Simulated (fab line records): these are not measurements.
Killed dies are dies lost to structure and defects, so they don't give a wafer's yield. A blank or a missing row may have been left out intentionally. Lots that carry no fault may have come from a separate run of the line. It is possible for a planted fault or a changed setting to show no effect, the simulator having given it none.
Comparing a struck lot with a sound one	flow gf180mcu	16 out of 602 route steps
Sound: the wafers L708.2, L708.3, L708.5. Struck: wafers L721.1, L721.4, L721.6. The cause is given at the end.
Each step with rows lists, per side, the tool, then ch with its chambers, then its first start. Under that, the readings that differ: sound wafers	struck wafers	difference of the means	sigmas: that difference in standard deviations of wafers without a fault.
alike: readings with means less than 2 such deviations apart, plus words and numbers identical on both sides. not compared: withheld readings, readings lacking a value on some wafer, bounds such as >300 that could conceal the same value, and numbers that have no deviation in the record and whose values overlap.
The two part at a step that has a row with sigmas, a row that says differs or no value, or rows on one side only. Numbers that have no deviation but don't overlap get no sigmas and don't part them. Lack of a reading on every wafer of one side parts them only where that side has two or more wafers.

first, 3 steps without rows for these wafers: GF_V2_EXPOSE_11 (exposes mask Via2, target cd 260 nm); GF_V2_PEB_12 (peb time 90 s); GF_V2_DEVELOP_13 (develop time 60 s).
GF_V2_CD_MEAS_14 targets a cd of 260 nm.
  sound on cd sem-01 at day 22 05:31; struck on cd sem-02 at day 26 12:21
  alike: cd nm
GF_V2_OVL_MEAS_15:
  sound on overlay-02 at day 22 05:37; struck on overlay-02 at day 26 12:28
  alike: V2_OVL
then, 1 step without rows for these wafers: GF_V2_ETCH_16 (etches BARC in N2/H2).
GF_V2_ETCH_17: etches SiO2 in C4F8/O2/Ar, stops on TiN, target depth 630 nm.
  sound on rie diel-01 ch 0,2,3; struck on rie diel-04 ch 1,2
  alike: bias w, oes product au
GF_V2_STRIP_18: strips in O2/N2.
  sound on plasma asher-02 ch 0,1, day 22 05:47; struck on plasma asher-01 ch 0,1, day 26 12:38
  alike: drypump motor current A, heater power w, oes product au
  not compared: rf hours counter h
then, 2 steps without rows for these wafers: GF_V2_STRIP_19 (strips in post etch residue remover, time 1200 s); GF_V2_CLEAN_20 (cleans in DIW).
GF_V2_SPUTTER_21: material Ti, target thk 15 nm, time 80.02 s.
  sound on pvd sputter-02 at day 22 06:19; struck on pvd sputter-03 at day 26 13:10
  alike: cathode dc power W, throttle valve pct
GF_V2_SPUTTER_22: material TiN, target thk 10 nm, time 40 s.
  sound on pvd sputter-02 at day 22 06:23; struck on pvd sputter-03 at day 26 13:14
  alike: cathode dc power W, throttle valve pct
GF_V2_CVD_23: deposits W, target thk 350 nm, time 104.94 s.
  sound on cvd w-02 ch 0,1, day 22 06:25; struck on cvd w-02 ch 0,1, day 26 13:16
reading	sound	struck	difference	sigmas
susceptor temp C (C)	399.91 399.59 399.84	402.17 402.40 402.54	+2.59	+12
model.W_of_V2_CVD_23.thk nm (nm)	351.5 351.4 349	368.9 367.8 372.4	+19.1	
  alike: heater power outer w, heater power w
GF_V2_RS_MEAS_24: measures by four-point-probe.
  sound on film metro-02 at day 22 06:33; struck on film metro-01 at day 26 13:23
reading	sound	struck	difference	sigmas
V2_W_RS (ohm/sq)	0.326 0.326 0.329	0.311 0.312 0.307	-0.017	-6
GF_V2_THK_MEAS_25: measures by xrf.
  sound on film metro-02 at day 22 06:40; struck on film metro-01 at day 26 13:30
reading	sound	struck	difference	sigmas
V2_W_THK (nm)	364 362 360	381 379 383	+19	+4
GF_V2_CMP_26: polishes, stops on SiO2, t overpolish 15 s, target thk 0 nm.
  sound on cmp-02 ch 2,3, day 22 06:43; struck on cmp-02 ch 0,2,3, day 26 13:37
  alike: motor current A, overpolish run s, time to endpoint s

== WHERE THEY PART ==
Last at GF_V2_THK_MEAS_25 as far as this record goes, first at GF_V2_CVD_23. Later steps at which nothing parts them and some readings are alike: GF_V2_CMP_26.

WHY: what the simulator had put in
Process parameter drift: cvd w-02, from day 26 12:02 on, at GF_V2_CVD_23. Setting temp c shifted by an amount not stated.
